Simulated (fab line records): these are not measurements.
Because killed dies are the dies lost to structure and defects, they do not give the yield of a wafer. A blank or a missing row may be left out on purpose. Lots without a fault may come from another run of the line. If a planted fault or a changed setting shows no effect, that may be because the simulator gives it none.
Code-filled problem report in 8D (eight disciplines) form || flow sky130 || the parts of the form that need people (team, actions taken, sign-off) are left out

== 1. PROBLEM STATEMENT ==
Mean of heater power total W at SKY_SONOS_ONO_SOFTBAKE_09: 58.50 W across 6 wafers in 2 lots; on wafers with no fault it is 56.60 W (standard deviation 0.043). Measured from the usual mean, that is +44 standard deviations.
The step: time 60 s.
Seen first at day 13 14:09 on litho track-03, wafer L543.1. The record holds 42 wafers of 14 lots with a number at this step. Rule for "out", or "out of limits": more than 4 standard deviations from the usual mean. Any other wafer with a number is counted as sound.

== 2. WHAT IT IS, AND WHAT IT ISN'T ==
{"question": "which readings at this step", "is": "heater power total W, plate temp C", "is not": "-"}
{"question": "which lots", "is": "L543, L544", "is not": "L539, L540, L541, L542, L553, L554, L555, L556, L557, L558, L559, L561"}
{"question": "which wafers of those lots", "is": "all that have a number", "is not": "-"}
{"question": "read on which tools", "is": "litho track-03", "is not": "litho track-01, litho track-02"}
{"question": "when", "is": "from day 13 14:09", "is not": "up to then (12 sound wafers); but 24 sound wafers of L553, L554, L555, L556, L557, L558, L559, L561 came after"}

== 3. SUSPECTS, AND WHAT RULES EACH OUT ==
Counting: a tool at a process step up to the reading stays a suspect if it ran every lot that is out and no sound lot after the first of them.
- litho track-03 at SKY_SONOS_ONO_SOFTBAKE_09 (time 60 s): ruled out as a lasting fault. Following L543 (day 13 14:09), the first lot on it that is out, the sound lots L554, L558, L559, L561 were run on it.
Left after counting: nothing in the record.

== 4. THE CAUSE (what the simulator had put in) ==
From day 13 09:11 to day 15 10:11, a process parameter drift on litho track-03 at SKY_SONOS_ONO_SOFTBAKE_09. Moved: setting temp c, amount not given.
Counting ruled it out, wrongly.

== 5. THE CHAIN OF EFFECTS, in route order ==
One row per reading whose mean, taken over the struck wafers that have a number, lies over 3 standard deviations from the usual. Readings are gone through only where the record gives a usual standard deviation; hours: the median, over the lots, of the time from a lot's start at the first step in this table giving one to that lot's start at this step; sigmas: the change measured in usual standard deviations.
{"hours": 0, "step": "SKY_SONOS_ONO_SOFTBAKE_09", "reading": "heater power total W", "usual": "56.60 W", "on struck wafers": 58.50, "change": "+1.90", "sigmas": "+44"}
{"hours": 0, "step": "SKY_SONOS_ONO_SOFTBAKE_09", "reading": "plate temp C", "usual": "90.01 C", "on struck wafers": 92.25, "change": "+2.24", "sigmas": "+20"}
It contains these process steps:
- SKY_SONOS_ONO_SOFTBAKE_09: time 60 s.
Later steps that measure or inspect, where all struck wafers having a row at the step show a number for every such reading and not one has moved that far: SKY_GATE_OXIDE_THK_MEAS_02.

== 6. HOW IT WOULD HAVE BEEN CAUGHT EARLIER ==
In this record the first reading out of limits was taken at day 13 14:09, 5 hours after the fault began at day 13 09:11.
